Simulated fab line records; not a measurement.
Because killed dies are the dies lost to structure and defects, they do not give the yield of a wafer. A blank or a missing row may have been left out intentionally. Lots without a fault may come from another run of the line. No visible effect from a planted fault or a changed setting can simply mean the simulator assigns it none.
2 desks, one fault :: flow sky130 :: each desk has only its own numbers; what lay behind them comes last

THE METROLOGY DESK
Means of the sampled wafers that have a number, per lot and without regard to the tool the lot ran on: this is what the gauges read. The brackets show how far a lot's mean lies from the usual mean; more than 4 standard deviations puts the lot out of limits, marked OUT.
Columns: A = LI_CONTACT_BOW at SKY_LI_CONTACT_BOW_MEAS_03, usual 57 um; B = LI_CONTACT_W_THK at SKY_LI_CONTACT_THK_MEAS_23, usual 396 nm
lot: L677
first seen here: day 29 03:40
A: 61
B: 399

lot: L678
first seen here: day 29 17:11
A: 59
B: 401

lot: L679
first seen here: day 29 22:47
A: 60
B: 398

lot: L681
first seen here: day 30 10:21
A: 51
B: 394

lot: L683
first seen here: day 31 04:57
A: 51
B: 395

lot: L684
first seen here: day 31 07:41
A: 61
B: 397

lot: L690
first seen here: day 33 06:43
A: 57
B: 392

lot: L692
first seen here: day 33 14:05
A: 56
B: 388

lot: L693
first seen here: day 33 20:50
A: 55
B: 399

lot: L694
first seen here: day 34 09:25
A: 63
B: 397

lot: L695
first seen here: day 34 13:33
A: 58
B: 395

lot: L697
first seen here: day 35 08:49
A: 60
B: 393

lot: L698
first seen here: day 35 15:41
A: 57
B: 408
This desk's finding: nothing out of limits on any of the 13 lots.

THE TOOL OWNER'S DESK: cmp-02
The tool's own readings at SKY_LI_CONTACT_CMP_24 (polishes, stops on PSG, t overpolish 20 s, target thk 0 nm): means of the sampled wafers that have a number, for each lot that ran on this tool. The brackets show how far a lot's mean lies from the usual mean; more than 4 standard deviations puts the lot out of limits, marked OUT.
Columns: A = motor-current-A at SKY_LI_CONTACT_CMP_24, usual 10.8 A; B = overpolish-run-s at SKY_LI_CONTACT_CMP_24, usual 20.000 s; C = platen-rpm at SKY_LI_CONTACT_CMP_24, usual 60.00 rpm; D = time-to-endpoint-s at SKY_LI_CONTACT_CMP_24, usual 98 s
lot: L677
first seen here: day 30 08:59
A: 10.0
B: 19.999
C: 59.98
D: 96

lot: L681
first seen here: day 31 15:09
A: 10.0
B: 20.003
C: 60.00
D: 97

lot: L683
first seen here: day 32 09:39
A: 9.8
B: 19.994
C: 59.99
D: 82 (-4.1) OUT

lot: L684
first seen here: day 32 13:04
A: 10.3
B: 19.997
C: 60.01
D: 90

lot: L697
first seen here: day 36 12:01
A: 10.3
B: 19.997
C: 59.98
D: 103

lot: L698
first seen here: day 36 19:14
A: 10.1
B: 20.000
C: 59.98
D: 103
This desk finds L683 out of limits, L683 being first, at day 32 09:39 (time-to-endpoint-s at SKY_LI_CONTACT_CMP_24). Within limits: L677, L681, L684, L697, L698.

BROUGHT TOGETHER
The tool owner's desk had the chance to raise an alarm at day 32 09:39 on L683.
The metrology desk saw nothing out of limits.
The metrology desk holds a record of L683, inside its limits.
On cmp-02, each named lot ran SKY_LI_CONTACT_CMP_24.

WHAT HAD BEEN PUT IN BY THE SIMULATOR
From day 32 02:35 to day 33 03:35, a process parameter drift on cmp-02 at SKY_LI_CONTACT_CMP_24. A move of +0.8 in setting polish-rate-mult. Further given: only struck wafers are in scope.
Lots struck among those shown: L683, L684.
Each desk's first reading out of limits, in hours after the fault started: the tool owner's desk, 7.
